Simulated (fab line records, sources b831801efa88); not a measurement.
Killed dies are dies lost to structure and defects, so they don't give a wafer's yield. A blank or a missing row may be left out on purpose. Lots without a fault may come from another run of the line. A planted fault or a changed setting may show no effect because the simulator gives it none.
Problem report in the 8D (eight disciplines) form, filled by code | flow sky130 | the parts of the form that need people (team, actions taken, sign-off) are left out

1. THE PROBLEM
run_length_s at SKY_FIELD_ISO_WET_ETCH_28 reads a mean of 93 s on 3 wafers of 1 lot; wafers without a fault read 76 s with a standard deviation of 3.3. That is +5.2 standard deviations from the usual mean.
The step: etches SiO2 in dHF, target depth 23.7 nm, time 47 s.
First seen on wafer L110.1, day 5 19:50, on wet_bench-04. The record holds 39 wafers of 13 lots with a number at this step. Rule for "out", or "out of limits": more than 4 standard deviations from the usual mean. The other wafers with a number count as sound.

2. WHAT IT IS AND WHAT IT IS NOT
question                    | is                     | is not
which readings at this step | run_length_s           | -
which lots                  | L110                   | L100, L101, L102, L113, L115, L117, L994, L995, L996, L997, L998, L999
which wafers of those lots  | all that have a number | -
read on which tools         | wet_bench-04           | wet_bench-01, wet_bench-03
when                        | from day 5 19:50       | up to then (27 sound wafers); but 9 sound wafers of L113, L115, L117 came after

3. SUSPECTS, AND WHAT RULES EACH OUT
Counting: a tool at a process step up to the reading stays a suspect if it ran every lot that is out and no sound lot after the first of them.
- wet_bench-04 at SKY_FIELD_ISO_WET_ETCH_28 (etches SiO2 in dHF, target depth 23.7 nm, time 47 s): kept. It ran the lot that is out, L110 (day 5 19:50), and no sound lot after that; its last sound lot up to then is L998 (day 3 11:53). Its own readings are out on those wafers: run_length_s.
Left after counting: wet_bench-04 at SKY_FIELD_ISO_WET_ETCH_28.

4. THE CAUSE (what the simulator had put in)
Process parameter drift: wet_bench-04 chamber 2, from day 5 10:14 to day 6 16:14, at SKY_FIELD_ISO_WET_ETCH_28. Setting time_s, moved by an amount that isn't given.
Counting left only this tool.

5. THE CHAIN OF EFFECTS, in route order
Each row: a reading whose mean over the struck wafers that have a number lies more than 3 standard deviations from the usual. Only readings for which the record gives a usual standard deviation are gone through. hours: the time from each lot's start at the first step in this table that gives one to its start at this step, as a median over the lots. sigmas: the change in usual standard deviations.
hours | step                      | reading      | usual | on struck wafers | change | sigmas
0     | SKY_FIELD_ISO_WET_ETCH_28 | run_length_s | 76 s  | 93               | +17    | +5.2
The process steps in it:
- SKY_FIELD_ISO_WET_ETCH_28: etches SiO2 in dHF, target depth 23.7 nm, time 47 s.
Later measuring or inspecting steps at which every struck wafer that the step has a row for has a number for every such reading, and none has moved that far: SKY_SONOS_ONO_CD_MEAS_13, SKY_GATE_OXIDE_OVL_MEAS_10.

6. WHAT WOULD HAVE CAUGHT IT SOONER
In this record the first reading out of limits was taken at day 5 19:50, 10 hours after the fault began at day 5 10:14.
